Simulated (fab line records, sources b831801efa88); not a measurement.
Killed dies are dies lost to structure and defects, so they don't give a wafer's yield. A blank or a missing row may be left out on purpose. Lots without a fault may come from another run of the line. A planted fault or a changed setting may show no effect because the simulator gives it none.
fab line records | flow gf180mcu
record lots=5 wafers=23
route steps=602 shown M1@331 V1@356 V2@394 M3@411 V3@433
start_h: hours from the record's first day to the start of the lot's first wafer shown | wait_h: hours since the lot's step before | " the same as in the row above | L1.1+2: a row that stands for several wafers | - no value, or no start given | * or withheld: withheld | < > ~ a bound
route shown NAME@n: a module of which the file shows steps, and the number in the route of the first | usual: mean/standard deviation of fault-free wafers | same: alike in all rows | chamber/n: place in a boat | sites: the reading at each site | _std_site: their standard deviation | _edge_site: outer sites' mean less inner sites' | radius_mm: how far each site lies from the wafer's centre | mask NAME#n: copy n | behind: the tool/chamber that last shaped the wafer | hold: why the lot was held/for how many hours/how that ended | device: the transistor (n, p or np) that didn't switch | end of line: the same wafers' tests at the end of the route | a step without rows: its recipe alone | killed: dies lost to structure and defects at the first sort, not the wafer's yield | map: a wafer's dies, x killed, . not, _ none there
set.NAME: the setting as run; set.NAME@STEP: as run at that earlier step | model.NAME: the simulator's own value behind a step, which no gauge read
lots whose settings were changed on purpose; a table a step, a row a wafer
## steps
# step GF_M1_METAL_ETCH_16
# recipe chemistry=Cl2/BCl3 mask_material=KrF target_depth_nm=627.5 stop_on=SiO2 pressure_mtorr=8 icp_w=800 bias_w=140 Cl2_flow_sccm=80 bcl3_flow_sccm=40 time_s=104.6
# usual oes_product_au=0.975/0.0054
# columns lot.wafer tool chamber start_h wait_h set.time_s oes_product_au
L075.1 rie_metal-02 0 389.52 0.0 104.6 0.968
L075.2 " 1 " " 100.3 0.989
L075.3 " 0 " " 100.3 0.984
L075.5 " 1 " " 104.6 0.975
L075.6 " 0 " " 100.3 0.986
L076.1 rie_metal-01 1 402.82 0.0 104.6 0.984
L076.2 " 0 " " 104.6 0.968
L076.3 " 0 " " 104.6 0.976
L076.5 " 1 " " 104.6 0.973
L076.6 " 0 " " 104.6 0.974
L079.1 rie_metal-01 1 422.28 0.0 110 0.972
L079.2 " 0 " " 110 0.975
L079.3 " 1 " " 104.6 0.981
L079.4 " 0 " " 104.6 0.989
L079.5 " 1 " " 104.6 0.985
L080.1 rie_metal-01 1 437.03 0.0 104.6 0.967
L080.2 " 0 " " 104.6 0.976
L080.6 " 1 " " 104.6 0.980
L085.1 rie_metal-01 0 484.66 0.0 104.6 0.977
L085.2 " 1 " " 93.84 1.003
L085.4 " 0 " " 104.6 0.966
L085.5 " 0 " " 104.6 0.970
L085.6 " 1 " " 93.84 1.001
# step GF_M1_STRIP_17
# recipe chemistry=O2/N2 power_w=1400 pressure_mtorr=1500 platen_temp_c=250 o2_flow_sccm=3000 n2_flow_sccm=300 overash_fraction=0.5
# usual strip_time_to_endpoint_s=7.87/0.046
# columns lot.wafer tool chamber start_h wait_h set.time_s@M1_METAL_ETCH_16 strip_time_to_endpoint_s
L075.1 plasma_asher-03 0 389.63 0.1 104.6 7.92
L075.2 " 1 " " 100.3 7.96
L075.3 " 0 " " 100.3 8.02
L075.5 " 0 " " 104.6 7.89
L075.6 " 1 " " 100.3 8.02
L076.1 plasma_asher-02 1 402.93 0.1 104.6 7.90
L076.2 " 0 " " 104.6 7.98
L076.3 " 0 " " 104.6 7.95
L076.5 " 1 " " 104.6 7.90
L076.6 " 0 " " 104.6 7.96
L079.1 plasma_asher-02 1 422.39 0.1 110 7.72
L079.2 " 0 " " 110 7.80
L079.3 " 0 " " 104.6 7.84
L079.4 " 1 " " 104.6 7.88
L079.5 " 1 " " 104.6 7.88
L080.1 plasma_asher-04 1 437.14 0.1 104.6 7.87
L080.2 " 0 " " 104.6 7.89
L080.6 " 1 " " 104.6 7.85
L085.1 plasma_asher-02 1 484.78 0.1 104.6 7.79
L085.2 " 0 " " 93.84 8.03
L085.4 " 0 " " 104.6 7.82
L085.5 " 0 " " 104.6 7.83
L085.6 " 1 " " 93.84 8.06
# step GF_V1_SPUTTER_21
# recipe material=Ti target_thk_nm=15 chamber_pressure_pa=5 power_w=2500 substrate_temp_c=200 time_s=80.02
# columns lot.wafer tool chamber start_h wait_h set.time_s model.Ti_of_V1_SPUTTER_21.thk_nm
L075.1 pvd_sputter-04 - 414.59 0.0 80.02 15.14
L075.2 " - " " 80.02 15.19
L075.3 " - " " 70.66 13.52
L075.5 " - " " 70.66 13.64
L075.6 " - " " 80.02 15.17
L076.1 pvd_sputter-03 - 428.78 0.0 69.61 13.14
L076.2 " - " " 69.61 13.29
L076.3 " - " " 80.02 15.29
L076.5 " - " " 69.61 13.3
L076.6 " - " " 80.02 15.18
L079.1 pvd_sputter-02 - 449.03 0.0 83.17 15.46
L079.2 " - " " 83.17 15.53
L079.3 " - " " 83.17 15.43
L079.4 " - " " 80.02 14.85
L079.5 " - " " 80.02 14.97
L080.1 pvd_sputter-02 - 463.92 0.0 80.02 14.91
L080.2 " - " " 80.02 14.8
L080.6 " - " " 80.02 14.98
L085.1+5 pvd_sputter-04 - 509.96 0.0 80.02 15.28
L085.2 " - " " 80.02 15.4
L085.4 " - " " 80.02 15.48
L085.6 " - " " 80.02 15.33
# step GF_V2_PEB_12
# recipe peb_temp_c=135 peb_time_s=90 resist=KrF
# columns lot.wafer tool chamber start_h wait_h set.peb_temp_c
L075.1+3 litho_track-01 0 - - 132.1
L075.2+5+6 " 0 " " 135
L076.1+2+3+5+6 litho_track-01 0 - - 135
L079.1+2+4 litho_track-04 0 - - 135
L079.3+5 " 0 " " 131.6
L080.1+2+6 litho_track-03 0 - - 135
L085.1+2 litho_track-01 0 - - 136.9
L085.4+5+6 " 0 " " 135
# step GF_V2_DEVELOP_13
# recipe develop_time_s=60 resist=KrF dev_temp_c=21
# step GF_V2_CD_MEAS_14
# recipe target_cd_nm=260
# usual cd_nm=260.1/1.3
# columns lot.wafer tool chamber start_h wait_h set.peb_temp_c@V2_PEB_12 cd_nm
L075.1 cd_sem-01 - 464.73 0.1 132.1 251.5
L075.2 " - " " 135 259.7
L075.3 " - " " 132.1 251.7
L075.5 " - " " 135 260.7
L075.6 " - " " 135 261.1
L076.1 cd_sem-02 - 479.37 0.1 135 260.9
L076.2 " - " " 135 261.2
L076.3 " - " " 135 260.6
L076.5 " - " " 135 261.0
L076.6 " - " " 135 259.6
L079.1 cd_sem-01 - 499.11 0.1 135 260.8
L079.2 " - " " 135 262.3
L079.3 " - " " 131.6 250.1
L079.4 " - " " 135 260.6
L079.5 " - " " 131.6 250.8
L080.1 cd_sem-01 - 514.31 0.1 135 257.4
L080.2 " - " " 135 256.5
L080.6 " - " " 135 256.8
L085.1 cd_sem-01 - 557.42 0.1 136.9 265.7
L085.2 " - " " 136.9 265.6
L085.4 " - " " 135 260.9
L085.5 " - " " 135 261.0
L085.6 " - " " 135 260.5
# step GF_V2_ETCH_16
# recipe chemistry=N2/H2 target_depth_a=withheld overetch_a=withheld time_s=withheld target=BARC ion_energy_ev=200 source_w=500 bias_w=100 pressure_mtorr=30 n2_flow_sccm=100 h2_flow_sccm=200
# columns lot.wafer tool chamber start_h wait_h set.peb_temp_c@V2_PEB_12 model.V2.cd_nm
L075.1 rie_diel-04 2 464.88 0.0 132.1 252.1
L075.2 " 3 " " 135 260.1
L075.3 " 0 " " 132.1 252.2
L075.5 " 3 " " 135 261
L075.6 " 0 " " 135 261.8
L076.1 rie_diel-03 3 479.53 0.0 135 259.9
L076.2 " 2 " " 135 260.9
L076.3 " 0 " " 135 260.4
L076.5 " 0 " " 135 260.3
L076.6 " 3 " " 135 258.5
L079.1 rie_diel-04 3 499.27 0.0 135 260.6
L079.2 " 0 " " 135 263
L079.3 " 2 " " 131.6 250.1
L079.4 " 2 " " 135 261
L079.5 " 3 " " 131.6 251
L080.1 rie_diel-03 1 514.46 0.0 135 257.6
L080.2 " 3 " " 135 256.1
L080.6 " 0 " " 135 257.3
L085.1 rie_diel-02 0 557.58 0.0 136.9 265.4
L085.2 " 1 " " 136.9 265.5
L085.4 " 3 " " 135 260.5
L085.5 " 3 " " 135 260.8
L085.6 " 2 " " 135 260
# step GF_V2_ETCH_17
# recipe chemistry=C4F8/O2/Ar mask_material=KrF target=SiO2 stop_on=TiN source_w=1500 bias_w=1213 pressure_mtorr=40 c4f8_flow_sccm=withheld O2_flow_sccm=6 Ar_flow_sccm=300 time_s=withheld target_depth_a=6300
# columns lot.wafer tool chamber start_h wait_h set.peb_temp_c@V2_PEB_12 model.V2.cd_nm
L075.1+3 rie_diel-04 2,0 - - 132.1 252.4
L075.2 " 3 " " 135 260
L075.5 " 3 " " 135 261.3
L075.6 " 0 " " 135 261.8
L076.1 rie_diel-03 3 - - 135 259.7
L076.2 " 2 " " 135 260.7
L076.3+5 " 0 " " 135 259.9
L076.6 " 3 " " 135 258.5
L079.1 rie_diel-04 3 - - 135 260.2
L079.2 " 0 " " 135 262.9
L079.3 " 2 " " 131.6 250.1
L079.4 " 2 " " 135 261.2
L079.5 " 3 " " 131.6 250.9
L080.1 rie_diel-03 1 - - 135 257.6
L080.2 " 3 " " 135 256.2
L080.6 " 0 " " 135 257.1
L085.1 rie_diel-02 0 - - 136.9 264.8
L085.2 " 1 " " 136.9 265.5
L085.4+6 " 3,2 " " 135 260.3
L085.5 " 3 " " 135 260.9
# step GF_M3_SPUTTER_02
# recipe material=AlCu target_thk_nm=450 power_w=10600 time_s=23.9 chamber_pressure_pa=0.4
# columns lot.wafer tool chamber start_h wait_h set.time_s model.AlCu_of_M3_SPUTTER_02.thk_nm
L075.1 pvd_sputter-01 - 466.40 0.0 23.9 454.8
L075.2 " - " " 23.9 450.4
L075.3 " - " " 23.9 453.2
L075.5 " - " " 21.97 417
L075.6 " - " " 21.97 417.6
L076.1 pvd_sputter-03 - 481.05 0.0 20.66 387.3
L076.2 " - " " 23.9 446
L076.3 " - " " 23.9 451.2
L076.5 " - " " 20.66 385
L076.6 " - " " 20.66 387.2
L079.1 pvd_sputter-04 - 500.92 0.0 23.9 455.2
L079.2 " - " " 23.9 455.9
L079.3 " - " " 23.9 459.2
L079.4 " - " " 23.9 454.9
L079.5 " - " " 23.9 455.7
L080.1 pvd_sputter-03 - 515.95 0.0 23.9 451.2
L080.2 " - " " 23.9 444.8
L080.6 " - " " 23.9 452.2
L085.1 pvd_sputter-03 - 559.17 0.0 23.9 450.8
L085.2 " - " " 27.19 515.5
L085.4 " - " " 27.19 511.5
L085.5 " - " " 27.19 511.2
L085.6 " - " " 23.9 455.1
# step GF_M3_SPUTTER_03
# recipe material=Ti target_thk_nm=10 substrate_temp_c=300 chamber_pressure_pa=0.3 power_w=3000 time_s=6.7
# columns lot.wafer tool chamber start_h wait_h set.time_s model.Ti_of_M3_SPUTTER_03.thk_nm
L075.1+2 pvd_sputter-01 - 466.43 0.0 6.7 10.02
L075.3 " - " " 5.732 8.606
L075.5 " - " " 6.7 10.11
L075.6 " - " " 5.732 8.595
L076.1+3 pvd_sputter-03 - 481.08 0.0 6.7 10.05
L076.2 " - " " 6.7 9.875
L076.5 " - " " 6.7 9.935
L076.6 " - " " 6.7 9.889
L079.1 pvd_sputter-04 - 500.95 0.0 6.236 9.35
L079.2 " - " " 6.7 10.1
L079.3 " - " " 6.7 10.08
L079.4 " - " " 6.236 9.479
L079.5 " - " " 6.236 9.394
L080.1 pvd_sputter-03 - 515.98 0.0 6.7 9.92
L080.2 " - " " 6.7 9.71
L080.6 " - " " 6.7 9.955
L085.1 pvd_sputter-03 - 559.20 0.0 6.7 9.782
L085.2 " - " " 6.7 9.91
L085.4 " - " " 6.7 9.813
L085.5 " - " " 6.7 9.71
L085.6 " - " " 6.7 9.962
# step GF_M3_SPUTTER_04
# recipe material=TiN target_thk_nm=50 power_w=6500 time_s=41.7 chamber_pressure_pa=0.4
# step GF_M3_RS_MEAS_05
# recipe thk_meas_gauge=four-point-probe reads=TiN_of_M3_SPUTTER_04+Ti_of_M3_SPUTTER_03+AlCu_of_M3_SPUTTER_02+TiN_of_M3_SPUTTER_01+Ti_of_M3_SPUTTER_00
# usual M3_ALCU_RS=0.0697/0.0007
# columns lot.wafer tool chamber start_h wait_h set.time_s@M3_SPUTTER_02 M3_ALCU_RS[ohm/sq]
L075.1 film_metro-04 - 466.49 0.0 23.9 0.0688
L075.2 " - " " 23.9 0.0696
L075.3 " - " " 23.9 0.0689
L075.5 " - " " 21.97 0.0751
L075.6 " - " " 21.97 0.0750
L076.1 film_metro-04 - 481.14 0.0 20.66 0.0810
L076.2 " - " " 23.9 0.0701
L076.3 " - " " 23.9 0.0693
L076.5 " - " " 20.66 0.0815
L076.6 " - " " 20.66 0.0810
L079.1 film_metro-01 - 501.01 0.0 23.9 0.0687
L079.2 " - " " 23.9 0.0686
L079.3 " - " " 23.9 0.0681
L079.4 " - " " 23.9 0.0689
L079.5 " - " " 23.9 0.0688
L080.1 film_metro-04 - 516.04 0.0 23.9 0.0694
L080.2 " - " " 23.9 0.0704
L080.6 " - " " 23.9 0.0693
L085.1 film_metro-01 - 559.26 0.0 23.9 0.0695
L085.2 " - " " 27.19 0.0607
L085.4 " - " " 27.19 0.0611
L085.5 " - " " 27.19 0.0611
L085.6 " - " " 23.9 0.0688
# step GF_M3_THK_MEAS_06
# recipe thk_meas_gauge=xrf reads=AlCu_of_M3_SPUTTER_02
# usual M3_ALCU_THK=444/4.1
# columns lot.wafer tool chamber start_h wait_h set.time_s@M3_SPUTTER_02 M3_ALCU_THK[nm]
L075.1 film_metro-04 - 466.61 0.1 23.9 449
L075.2 " - " " 23.9 445
L075.3 " - " " 23.9 450
L075.5 " - " " 21.97 411
L075.6 " - " " 21.97 412
L076.1 film_metro-04 - 481.26 0.1 20.66 383
L076.2 " - " " 23.9 438
L076.3 " - " " 23.9 444
L076.5 " - " " 20.66 380
L076.6 " - " " 20.66 381
L079.1 film_metro-01 - 501.13 0.1 23.9 451
L079.2 " - " " 23.9 446
L079.3 " - " " 23.9 452
L079.4 " - " " 23.9 448
L079.5 " - " " 23.9 448
L080.1 film_metro-04 - 516.16 0.1 23.9 448
L080.2 " - " " 23.9 443
L080.6 " - " " 23.9 447
L085.1 film_metro-01 - 559.38 0.1 23.9 445
L085.2 " - " " 27.19 510
L085.4 " - " " 27.19 504
L085.5 " - " " 27.19 508
L085.6 " - " " 23.9 450
# step GF_M3_DEHYDRATE_07
# recipe temp_c=200 time_s=60
# step GF_M3_HMDS_08
# recipe prime_time_s=60 prime_temp_c=120
# step GF_M3_METAL_ETCH_16
# recipe chemistry=Cl2/BCl3 mask_material=KrF target_depth_nm=627.5 stop_on=SiO2 pressure_mtorr=8 icp_w=800 bias_w=140 Cl2_flow_sccm=80 bcl3_flow_sccm=40 time_s=104.6
# usual oes_product_au=0.970/0.0057
# columns lot.wafer tool chamber start_h wait_h set.time_s@M3_SPUTTER_02 oes_product_au
L075.1 rie_metal-04 0 490.58 0.0 23.9 0.981
L075.2 " 0 " " 23.9 0.970
L075.3 " 0 " " 23.9 0.979
L075.5 " 0 " " 21.97 0.939
L075.6 " 0 " " 21.97 0.937
L076.1 rie_metal-01 1 504.33 0.0 20.66 0.903
L076.2 " 0 " " 23.9 0.965
L076.3 " 0 " " 23.9 0.970
L076.5 " 0 " " 20.66 0.904
L076.6 " 1 " " 20.66 0.910
L079.1 rie_metal-04 0 524.06 0.0 23.9 0.969
L079.2 " 1 " " 23.9 0.977
L079.3 " 1 " " 23.9 0.984
L079.4 " 0 " " 23.9 0.976
L079.5 " 1 " " 23.9 0.978
L080.1 rie_metal-04 1 539.33 0.0 23.9 0.966
L080.2 " 0 " " 23.9 0.969
L080.6 " 0 " " 23.9 0.975
L085.1 rie_metal-03 0 580.96 0.0 23.9 0.972
L085.2 " 1 " " 27.19 1.002
L085.4 " 1 " " 27.19 1.001
L085.5 " 1 " " 27.19 0.998
L085.6 " 0 " " 23.9 0.972
# step GF_V3_CMP_04
# recipe material=SiO2 down_force_psi=4 platen_rpm=60 pad_velocity_m_s=0.94248
# columns lot.wafer tool chamber start_h wait_h set.leave_above_ref_nm model.SiO2_of_V3_CVD_02.thk_nm
L075.1 cmp-02 3 491.74 0.2 632.5 634.1
L075.2+5 " 1,3 " " 670.2 669.9
L075.3 " 2 " " 670.2 670.8
L075.6 " 0 " " 632.5 632.2
L076.2 cmp-01 3 505.24 0.0 599.4 600.6
L076.1 " 0 " " 599.4 599
L076.3 " 1 " " 599.4 598.2
L076.5 " 3 " " 632.5 633
L076.6 " 0 " " 632.5 633.2
L079.3+5 cmp-01 0 525.04 0.0 632.5 632.2
L079.1 " 1 " " 605.3 605.3
L079.2 " 2 " " 632.5 632.7
L079.4 " 3 " " 605.3 605.1
L080.2 cmp-01 1 540.34 0.1 632.5 630.7
L080.1 " 2 " " 632.5 632.1
L080.6 " 0 " " 632.5 631.7
L085.4 cmp-01 3 581.94 0.0 617.4 616.1
L085.2 " 0 " " 632.5 630.6
L085.1 " 1 " " 617.4 616.6
L085.5 " 3 " " 632.5 631.8
L085.6 " 0 " " 617.4 617.4
# step GF_V3_EXPOSE_11
# recipe mask_id=Via3 target_cd_nm=260 na=0.68 source_shape=conventional sigma_outer=0.6 dose_mj=38
# columns lot.wafer tool chamber start_h wait_h mask set.dose_mj
L075.1+2+6 krf_scanner-01 0 - - Via3#0 38
L075.3+5 " 0 " " Via3#0 37.17
L076.1+6 krf_scanner-02 0 - - Via3#0 35.44
L076.2+3+5 " 0 " " Via3#0 38
L079.1+2+3+4+5 krf_scanner-01 0 - - Via3#0 38
L080.1+2+6 krf_scanner-01 0 - - Via3#0 38
L085.1+4+5 krf_scanner-01 0 - - Via3#0 38
L085.2+6 " 0 " " Via3#0 36.66
# step GF_V3_PEB_12
# recipe peb_temp_c=135 peb_time_s=90 resist=KrF
# step GF_V3_DEVELOP_13
# recipe develop_time_s=60 resist=KrF dev_temp_c=21
# step GF_V3_CD_MEAS_14
# recipe target_cd_nm=260
# usual cd_nm=259.7/1.2
# columns lot.wafer tool chamber start_h wait_h set.dose_mj@V3_EXPOSE_11 cd_nm
L075.1 cd_sem-02 - 515.51 0.1 38 259.2
L075.2 " - " " 38 259.5
L075.3 " - " " 37.17 257.1
L075.5 " - " " 37.17 256.4
L075.6 " - " " 38 258.0
L076.1 cd_sem-01 - 528.51 0.1 35.44 248.1
L076.2 " - " " 38 258.7
L076.3 " - " " 38 257.9
L076.5 " - " " 38 259.8
L076.6 " - " " 35.44 247.9
L079.1 cd_sem-01 - 547.82 0.1 38 260.5
L079.2 " - " " 38 260.3
L079.3 " - " " 38 260.8
L079.4 " - " " 38 258.9
L079.5 " - " " 38 260.0
L080.1 cd_sem-01 - 563.07 0.1 38 259.4
L080.2 " - " " 38 259.6
L080.6 " - " " 38 258.2
L085.1 cd_sem-01 - 603.67 0.1 38 259.5
L085.2 " - " " 36.66 254.3
L085.4 " - " " 38 259.4
L085.5 " - " " 38 260.4
L085.6 " - " " 36.66 256.2
# step GF_V3_ETCH_16
# recipe chemistry=N2/H2 target_depth_a=withheld overetch_a=withheld time_s=withheld target=BARC ion_energy_ev=200 source_w=500 bias_w=100 pressure_mtorr=30 n2_flow_sccm=100 h2_flow_sccm=200
# columns lot.wafer tool chamber start_h wait_h set.dose_mj@V3_EXPOSE_11 model.V3.cd_nm
L075.1 rie_diel-02 2 515.67 0.0 38 259.2
L075.2 " 1 " " 38 259.1
L075.3 " 0 " " 37.17 256.3
L075.5 " 1 " " 37.17 256.6
L075.6 " 2 " " 38 258.4
L076.1 rie_diel-01 1 528.67 0.0 35.44 247.9
L076.2 " 0 " " 38 258.5
L076.3 " 3 " " 38 257.9
L076.5 " 3 " " 38 258.9
L076.6 " 1 " " 35.44 247.7
L079.1 rie_diel-03 0 547.98 0.0 38 260.5
L079.2 " 3 " " 38 259.9
L079.3 " 2 " " 38 260.9
L079.4 " 1 " " 38 258.8
L079.5 " 1 " " 38 259.8
L080.1 rie_diel-03 3 563.23 0.0 38 259.5
L080.2 " 1 " " 38 259
L080.6 " 1 " " 38 258.1
L085.1 rie_diel-01 1 603.83 0.0 38 259.1
L085.2 " 3 " " 36.66 254.5
L085.4+5 " 2,1 " " 38 259.8
L085.6 " 2 " " 36.66 256.1
# step GF_V3_ETCH_17
# recipe chemistry=C4F8/O2/Ar mask_material=KrF target=SiO2 stop_on=TiN source_w=1500 bias_w=1200 pressure_mtorr=40 c4f8_flow_sccm=withheld O2_flow_sccm=6 Ar_flow_sccm=300 time_s=withheld target_depth_a=6350
# usual oes_product_au=0.854/0.0048
# columns lot.wafer tool chamber start_h wait_h set.leave_above_ref_nm@V3_CMP_04 oes_product_au model.V3.feature_depth_nm
L075.1 rie_diel-02 2 - - 632.5 0.857 634.1
L075.2 " 1 " " 670.2 0.879 669.9
L075.3 " 0 " " 670.2 0.875 670.8
L075.5 " 1 " " 670.2 0.883 669.9
L075.6 " 2 " " 632.5 0.858 632.2
L076.1 rie_diel-01 1 - - 599.4 0.832 599
L076.2 " 0 " " 599.4 0.824 600.6
L076.3 " 3 " " 599.4 0.822 598.2
L076.5 " 3 " " 632.5 0.859 633
L076.6 " 1 " " 632.5 0.859 633.2
L079.1 rie_diel-03 0 - - 605.3 0.838 605.3
L079.2 " 3 " " 632.5 0.852 632.7
L079.3 " 2 " " 632.5 0.856 632.2
L079.4 " 1 " " 605.3 0.838 605.1
L079.5 " 1 " " 632.5 0.854 632.2
L080.1 rie_diel-03 3 - - 632.5 0.860 632.1
L080.2 " 1 " " 632.5 0.851 630.7
L080.6 " 1 " " 632.5 0.854 631.7
L085.1 rie_diel-01 1 - - 617.4 0.838 616.6
L085.2 " 3 " " 632.5 0.851 630.6
L085.4 " 2 " " 617.4 0.848 616.1
L085.5 " 1 " " 632.5 0.855 631.8
L085.6 " 2 " " 617.4 0.844 617.4
## key
split step=GF_M1_METAL_ETCH_16 setting=time_s stated=104.6 by=wafer
response step=GF_M1_METAL_ETCH_16 reading=oes_product_au change=-0.00294 per=1% r=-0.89
response step=GF_M1_STRIP_17 reading=strip_time_to_endpoint_s change=* per=1% r=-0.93
split step=GF_V1_SPUTTER_21 setting=time_s stated=80.02 by=wafer
response step=GF_V1_SPUTTER_21 reading=model.Ti_of_V1_SPUTTER_21.thk_nm change=+0.146 per=1% r=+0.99
split step=GF_V2_PEB_12 setting=peb_temp_c stated=135 by=wafer
response step=GF_V2_CD_MEAS_14 reading=cd_nm change=+4.11 per=1% r=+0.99
response step=GF_V2_ETCH_16 reading=model.V2.cd_nm change=+4.15 per=1% r=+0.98
response step=GF_V2_ETCH_17 reading=model.V2.cd_nm change=+4.08 per=1% r=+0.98
split step=GF_M3_SPUTTER_02 setting=time_s stated=23.9 by=wafer
response step=GF_M3_SPUTTER_02 reading=model.AlCu_of_M3_SPUTTER_02.thk_nm change=+4.45 per=1% r=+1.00
response step=GF_M3_RS_MEAS_05 reading=M3_ALCU_RS change=-0.000721 per=1% r=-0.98
response step=GF_M3_THK_MEAS_06 reading=M3_ALCU_THK change=+4.37 per=1% r=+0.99
response step=GF_M3_METAL_ETCH_16 reading=oes_product_au change=+0.0035 per=1% r=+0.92
split step=GF_M3_SPUTTER_03 setting=time_s stated=6.7 by=wafer
response step=GF_M3_SPUTTER_03 reading=model.Ti_of_M3_SPUTTER_03.thk_nm change=+0.1 per=1% r=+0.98
split step=GF_V3_CMP_04 setting=leave_above_ref_nm stated=632.5 by=wafer
response step=GF_V3_CMP_04 reading=model.SiO2_of_V3_CVD_02.thk_nm change=+6.3 per=1% r=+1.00
response step=GF_V3_ETCH_17 reading=oes_product_au change=+0.00451 per=1% r=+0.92
response step=GF_V3_ETCH_17 reading=model.V3.feature_depth_nm change=+6.3 per=1% r=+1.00
split step=GF_V3_EXPOSE_11 setting=dose_mj stated=38 by=wafer
response step=GF_V3_CD_MEAS_14 reading=cd_nm change=+1.49 per=1% r=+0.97
response step=GF_V3_ETCH_16 reading=model.V3.cd_nm change=+1.47 per=1% r=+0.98
